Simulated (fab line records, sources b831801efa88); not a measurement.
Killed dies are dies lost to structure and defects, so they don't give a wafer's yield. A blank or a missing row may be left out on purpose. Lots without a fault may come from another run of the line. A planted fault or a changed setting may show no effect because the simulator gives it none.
Which tool did it? | flow gf180mcu | 12 lots, 36 wafers sampled, at 5 steps of a route of 602

WHAT THE GAUGES READ, wafer by wafer
GF_HV_LDD_CD_MEAS_31: target cd 400 nm. Usual: cd_nm 399.4 nm, standard deviation 2.
lot  | measured     | on        | cd_nm (nm)        | flag
L881 | day 11 09:26 | cd_sem-01 | 399.9 400.5 401.3 |
L883 | day 12 04:42 | cd_sem-01 | 398.4 399.3 396.9 |
L884 | day 12 10:51 | cd_sem-01 | 397.1 398.7 398.5 |
L885 | day 12 17:10 | cd_sem-02 | 403.2 401.9 403.3 |
L888 | day 13 19:37 | cd_sem-02 | 397.9 400.9 401.0 |
L889 | day 14 04:17 | cd_sem-01 | 399.2 399.0 401.8 |
L898 | day 17 06:49 | cd_sem-02 | 397.1 396.9 396.9 |
L899 | day 17 11:19 | cd_sem-02 | 402.3 400.8 401.2 |
L900 | day 17 21:35 | cd_sem-02 | 398.2 401.5 399.3 |
L901 | day 18 03:58 | cd_sem-01 | 399.5 399.2 399.1 |
L902 | day 18 10:25 | cd_sem-02 | 400.7 400.8 400.0 |
L904 | day 19 03:23 | cd_sem-01 | 395.7 397.9 397.1 |

GF_PSD_RS_MEAS_14: measures by four-point-probe. Usual: NSD_RS 46.15 ohm/sq, standard deviation 0.09.
lot  | measured     | on            | NSD_RS (ohm/sq)   | flag
L881 | day 14 01:01 | film_metro-01 | 46.07 46.07 46.01 |
L883 | day 14 21:58 | film_metro-03 | 46.13 46.26 46.09 |
L884 | day 15 06:11 | film_metro-03 | 46.24 46.26 46.03 |
L885 | day 15 13:02 | film_metro-04 | 46.06 46.14 46.05 |
L888 | day 16 16:31 | film_metro-04 | 42.57 42.54 42.49 | OFF
L889 | day 17 02:09 | film_metro-04 | 42.64 42.63 42.52 | OFF
L898 | day 20 10:55 | film_metro-01 | 46.16 46.14 46.18 |
L899 | day 20 15:54 | film_metro-01 | 46.04 46.13 46.17 |
L900 | day 21 02:29 | film_metro-04 | 46.01 46.01 46.11 |
L901 | day 21 09:31 | film_metro-01 | 46.18 46.20 46.17 |
L902 | day 21 15:36 | film_metro-04 | 46.12 46.29 46.22 |
L904 | day 22 09:09 | film_metro-04 | 46.10 46.19 46.07 |

GF_PSD_RS_MEAS_15: measures by four-point-probe. Usual: PSD_RS 108.59 ohm/sq, standard deviation 0.28.
lot  | measured     | on            | PSD_RS (ohm/sq)      | flag
L881 | day 14 01:08 | film_metro-01 | 108.56 108.56 108.57 |
L883 | day 14 22:05 | film_metro-03 | 108.38 108.55 108.40 |
L884 | day 15 06:19 | film_metro-03 | 109.11 109.15 108.84 |
L885 | day 15 13:09 | film_metro-04 | 108.09 108.13 107.94 |
L888 | day 16 16:38 | film_metro-04 | 98.69 98.67 98.67    | OFF
L889 | day 17 02:16 | film_metro-04 | 98.69 98.66 98.69    | OFF
L898 | day 20 11:02 | film_metro-01 | 108.62 109.14 108.83 |
L899 | day 20 16:01 | film_metro-01 | 108.88 108.50 108.86 |
L900 | day 21 02:37 | film_metro-04 | 108.13 108.42 108.24 |
L901 | day 21 09:38 | film_metro-01 | 108.52 108.86 108.89 |
L902 | day 21 15:43 | film_metro-04 | 108.69 108.93 109.13 |
L904 | day 22 09:16 | film_metro-04 | 108.30 108.82 108.83 |

WHICH TOOL RAN EACH LOT (tool, then ch and the chambers of the sampled wafers, then the start)
lot  | GF_HV_LDD_ETCHBACK_58              | GF_PSD_RTA_13
L881 | rie_diel-04 ch 0, day 12 08:20     | rtp_anneal-02 ch 0, day 14 00:56
L883 | rie_diel-01 ch 0,2,3, day 13 04:05 | rtp_anneal-02 ch 0, day 14 21:53
L884 | rie_diel-04 ch 0,1,3, day 13 10:59 | rtp_anneal-02 ch 0, day 15 06:07
L885 | rie_diel-03 ch 1,2,3, day 13 18:19 | rtp_anneal-01 ch 0, day 15 12:57
L888 | rie_diel-03 ch 1,2,3, day 14 20:26 | rtp_anneal-02 ch 0, day 16 16:26
L889 | rie_diel-03 ch 2,3, day 15 05:07   | rtp_anneal-02 ch 0, day 17 02:04
L898 | rie_diel-03 ch 0,1, day 18 10:39   | rtp_anneal-02 ch 0, day 20 10:50
L899 | rie_diel-01 ch 0,1,2, day 18 14:56 | rtp_anneal-02 ch 0, day 20 15:48
L900 | rie_diel-04 ch 0,2, day 19 01:04   | rtp_anneal-02 ch 0, day 21 02:25
L901 | rie_diel-04 ch 2,3, day 19 08:08   | rtp_anneal-02 ch 0, day 21 09:26
L902 | rie_diel-01 ch 0,1, day 19 14:05   | rtp_anneal-02 ch 0, day 21 15:31
L904 | rie_diel-03 ch 0,1,2, day 20 07:58 | rtp_anneal-01 ch 0, day 22 09:04
- GF_HV_LDD_ETCHBACK_58: etches Si3N4 in CH3F/O2, stops on SiO2, time 100 s, target depth 90 nm.
- GF_PSD_RTA_13: time 20 s.

WHAT THE TOOLS THEMSELVES READ (means of the sampled wafers that have a number; where no wafer has one, the mark that the record gives instead)
GF_HV_LDD_ETCHBACK_58. Usual: O2_flow_sccm 30.00 sccm, standard deviation 0.096; drypump_motor_current_A 6.1 A, standard deviation 0.55; oes_product_au 0.841 a.u., standard deviation 0.0072; throttle_valve_pct 10.561 %, standard deviation 0.0081.
lot  | tool        | O2_flow_sccm (sccm) | drypump_motor_current_A (A) | oes_product_au (a.u.) | throttle_valve_pct (%) | flag
L881 | rie_diel-04 | 29.91               | 5.3                         | 0.853                 | 10.552                 |
L883 | rie_diel-01 | 30.01               | 6.1                         | 0.847                 | 10.560                 |
L884 | rie_diel-04 | 30.10               | 5.7                         | 0.844                 | 10.560                 |
L885 | rie_diel-03 | 29.97               | 6.6                         | 0.841                 | 10.561                 |
L888 | rie_diel-03 | 29.91               | 6.6                         | 0.843                 | 10.570                 |
L889 | rie_diel-03 | 30.08               | 6.6                         | 0.847                 | 10.562                 |
L898 | rie_diel-03 | 30.06               | 6.6                         | 0.829                 | 10.555                 |
L899 | rie_diel-01 | 30.03               | 5.7                         | 0.838                 | 10.557                 |
L900 | rie_diel-04 | 30.03               | 5.7                         | 0.843                 | 10.565                 |
L901 | rie_diel-04 | 29.93               | 5.7                         | 0.833                 | 10.562                 |
L902 | rie_diel-01 | 29.98               | 5.4                         | 0.842                 | 10.564                 |
L904 | rie_diel-03 | 29.96               | 6.7                         | 0.834                 | 10.560                 |

GF_PSD_RTA_13. Usual: lamp_power_pct 35.9 %, standard deviation 2.5; wafer_temp_C_max 1030.2, standard deviation 0.98.
lot  | tool          | lamp_power_pct (%) | wafer_temp_C_max | flag
L881 | rtp_anneal-02 | 34.6               | 1029.8           |
L883 | rtp_anneal-02 | 34.6               | 1030.4           |
L884 | rtp_anneal-02 | 34.6               | 1030.3           |
L885 | rtp_anneal-01 | 40.7               | 1029.6           |
L888 | rtp_anneal-02 | 34.6               | 1030.3           |
L889 | rtp_anneal-02 | 34.6               | 1030.4           |
L898 | rtp_anneal-02 | 34.6               | 1029.2           |
L899 | rtp_anneal-02 | 34.6               | 1030.8           |
L900 | rtp_anneal-02 | 34.6               | 1031.1           |
L901 | rtp_anneal-02 | 34.6               | 1030.9           |
L902 | rtp_anneal-02 | 34.6               | 1030.1           |
L904 | rtp_anneal-01 | 40.6               | 1029.9           |

THE ANSWER, worked out from the rows above alone
Rule: a lot is off if the mean of its wafers that have a number lies more than 3 standard deviations from the usual mean. A lot without any number at a reading at which 4 lots or more have one is off too. The other lots that the step has rows for count as sound. The gauges are gone through in route order, then the tools' own readings, and for those a lot's mean is taken as printed above. The first step at which some lot is off is used, and at that step the reading that is off furthest; a lot without a number counts as furthest.
Off: L888, L889, at GF_PSD_RS_MEAS_14 (NSD_RS).
A tool fits if, at a process step before that reading, it ran every lot that is off, and no sound lot after the first of them. The gauges at GF_PSD_RS_MEAS_14 are tried like those tools. None of those tried fits.

WHAT THE SIMULATOR HAD PUT IN
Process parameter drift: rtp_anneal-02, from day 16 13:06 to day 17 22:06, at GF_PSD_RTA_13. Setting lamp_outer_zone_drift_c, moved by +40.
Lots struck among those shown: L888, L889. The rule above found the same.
